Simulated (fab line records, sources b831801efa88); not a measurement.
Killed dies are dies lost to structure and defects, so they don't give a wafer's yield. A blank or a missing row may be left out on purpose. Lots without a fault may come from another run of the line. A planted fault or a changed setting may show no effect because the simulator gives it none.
Which tool did it? | flow sky130 | 6 lots, 18 wafers sampled, at 4 steps of a route of 708

WHAT THE GAUGES READ, wafer by wafer
SKY_GATE_OXIDE_TW_MEAS_14.
lot  | measured     | on            | GATE_OXIDE_TW
L745 | day 15 14:23 | film_metro-04 | 222.9 222.5 223.5
L747 | day 16 10:34 | film_metro-01 | 215.3 216.0 214.6
L753 | day 18 12:22 | film_metro-04 | 220.8 221.1 220.4
L756 | day 19 18:37 | film_metro-04 | 221.0 221.5 221.4
L758 | day 20 02:40 | film_metro-04 | 223.1 222.7 221.7
L762 | day 22 00:00 | film_metro-02 | 219.9 219.4 220.3

WHICH TOOL RAN EACH LOT (tool, then ch and the chambers of the sampled wafers, then the start)
lot  | SKY_NWELL_STRIP_14                   | SKY_VT_ADJUST_LVTN_STRIP_09          | SKY_GATE_OXIDE_IMPLANT_11
L745 | plasma_asher-04 ch 0, day 5 16:37    | plasma_asher-04 ch 0,1, day 8 00:58  | implanter-04 ch 0, day 15 14:01
L747 | plasma_asher-03 ch 0, day 6 09:52    | plasma_asher-04 ch 0,1, day 9 00:11  | implanter-01 ch 0, day 16 10:13
L753 | plasma_asher-02 ch 0,1, day 7 16:16  | plasma_asher-04 ch 0,1, day 10 09:43 | implanter-04 ch 0, day 18 12:01
L756 | plasma_asher-03 ch 0,1, day 8 17:23  | plasma_asher-01 ch 0,1, day 11 12:26 | implanter-04 ch 0, day 19 18:16
L758 | plasma_asher-04 ch 1, day 8 22:40    | plasma_asher-02 ch 1, day 11 18:07   | implanter-04 ch 0, day 20 02:19
L762 | plasma_asher-02 ch 0,1, day 10 08:28 | plasma_asher-04 ch 0,1, day 13 08:47 | implanter-04 ch 0, day 21 23:40
- SKY_NWELL_STRIP_14: strips in O2/N2.
- SKY_VT_ADJUST_LVTN_STRIP_09: strips in O2/N2.
- SKY_GATE_OXIDE_IMPLANT_11

THE ANSWER, worked out from the rows above alone
Rule: what is usual is taken from the lots themselves. Put in order of their means at a reading, lots are off if they are a third of the lots or fewer, leave a main group of 4 or more, and stand apart from it by a gap of 3 or more times the standard deviation of the main group's means; of several such gaps the widest counts. A main group whose means are all the same, to the digits that the tables above print for the reading, isn't used. A lot without any number at a reading at which 4 lots or more have one is off too. The other lots that the step has rows for count as sound.
Off: L747, at SKY_GATE_OXIDE_TW_MEAS_14 (GATE_OXIDE_TW). The main group: mean 221.5, standard deviation 1.1.
A tool fits if, at a process step before that reading, it ran every lot that is off, and no sound lot after the first of them. The gauges at SKY_GATE_OXIDE_TW_MEAS_14 are tried like those tools. Can't be told from this: 2 tools fit, implanter-01 at SKY_GATE_OXIDE_IMPLANT_11, film_metro-01 at SKY_GATE_OXIDE_TW_MEAS_14.

WHAT THE SIMULATOR HAD PUT IN
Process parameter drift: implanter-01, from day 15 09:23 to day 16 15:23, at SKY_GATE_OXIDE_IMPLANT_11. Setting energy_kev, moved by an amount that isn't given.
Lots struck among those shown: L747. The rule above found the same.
